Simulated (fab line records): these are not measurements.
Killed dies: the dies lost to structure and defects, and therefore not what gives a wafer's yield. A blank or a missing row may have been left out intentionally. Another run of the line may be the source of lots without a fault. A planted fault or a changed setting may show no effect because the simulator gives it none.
What tool caused it? | flow sky130 | 12 lots with 35 wafers sampled at 2 steps, on a route of 708 steps

## WHAT THE GAUGES SHOWED, per wafer
SKY_VIA4_OVL_MEAS_11. Usual: VIA4_OVL gives 0.4 nm (standard deviation 1.4).
lot  | measured     | on         | VIA4_OVL (nm)  | flag
L599 | day 44 12:08 | overlay-02 | 0.2 -1.4 -0.5  |
L600 | day 44 15:45 | overlay-01 | 0.4 0.8 -0.1   |
L598 | day 44 17:13 | overlay-02 | -0.6 -2.4 -1.1 |
L601 | day 45 06:58 | overlay-01 | 2.2 3.0 2.2    |
L605 | day 46 06:14 | overlay-02 | 1.3 0.9 1.6    |
L606 | day 46 06:50 | overlay-01 | 2.6 0.8 2.0    |
L608 | day 46 18:14 | overlay-02 | 3.1 1.5 1.7    |
L611 | day 47 11:27 | overlay-01 | 2.2 1.1 2.0    |
L612 | day 47 20:49 | overlay-01 | 0.9 1.7        |
L614 | day 48 01:17 | overlay-02 | -0.7 -0.8 -2.8 |
L619 | day 49 02:02 | overlay-01 | -1.6 -1.9 0.5  |
L620 | day 49 12:08 | overlay-01 | -0.3 0.1 -0.2  |

## TOOL THAT RAN EACH LOT (tool first, then ch and the chambers of the sampled wafers, then the start)
lot  | SKY_VIA4_CMP_02
L599 | cmp-01 ch 0,1,3, day 43 12:49
L600 | cmp-02 ch 2,3, day 43 16:06
L598 | cmp-02 ch 1,2,3, day 43 18:01
L601 | cmp-02 ch 1,2, day 44 08:08
L605 | cmp-01 ch 0,3, day 45 07:58
L606 | cmp-02 ch 1,3, day 45 08:37
L608 | cmp-01 ch 0,1, day 45 20:50
L611 | cmp-01 ch 2,3, day 46 14:41
L612 | cmp-02 ch 3, day 47 00:22
L614 | cmp-01 ch 0,2,3, day 47 04:16
L619 | cmp-01 ch 0,1,2, day 48 06:39
L620 | cmp-01 ch 0,1,3, day 48 17:03
- SKY_VIA4_CMP_02: polishes SiO2.

## AS READ BY THE TOOLS THEMSELVES (means over the sampled wafers that have a number; for cases with no such wafer, the mark the record gives instead)
SKY_VIA4_CMP_02. Usual: motor_current_A 11.9 A, standard deviation 1.4; retaining_ring_pressure_frac 1.001, standard deviation 0.0048.
lot  | tool   | motor_current_A (A) | retaining_ring_pressure_frac | flag
L599 | cmp-01 | 12.4                | 0.997                        |
L600 | cmp-02 | 11.9                | 1.002                        |
L598 | cmp-02 | 11.9                | 1.000                        |
L601 | cmp-02 | 12.1                | 0.998                        |
L605 | cmp-01 | 12.3                | 1.001                        |
L606 | cmp-02 | 12.1                | 0.998                        |
L608 | cmp-01 | 13.8                | 1.006                        |
L611 | cmp-01 | 11.1                | 1.005                        |
L612 | cmp-02 | 11.8                | 0.999                        |
L614 | cmp-01 | 12.6                | 1.004                        |
L619 | cmp-01 | 12.6                | 1.004                        |
L620 | cmp-01 | 12.8                | 1.003                        |

## THE ANSWER, worked out from the rows above alone
Rule: a lot is off if the mean of its wafers that have a number lies more than 3 standard deviations from the usual mean. A lot without any number at a reading at which 4 lots or more have one is off too. All remaining lots with rows at the step are treated as sound. The gauges are gone through in route order, then the tools' own readings, and for those a lot's mean is taken as printed above. The first step at which some lot is off is used, and at that step the reading that is off furthest; a lot without a number counts as furthest.
No lot is off on any of the readings shown, so nothing can be concluded from this.

## WHAT THE SIMULATOR PUT IN
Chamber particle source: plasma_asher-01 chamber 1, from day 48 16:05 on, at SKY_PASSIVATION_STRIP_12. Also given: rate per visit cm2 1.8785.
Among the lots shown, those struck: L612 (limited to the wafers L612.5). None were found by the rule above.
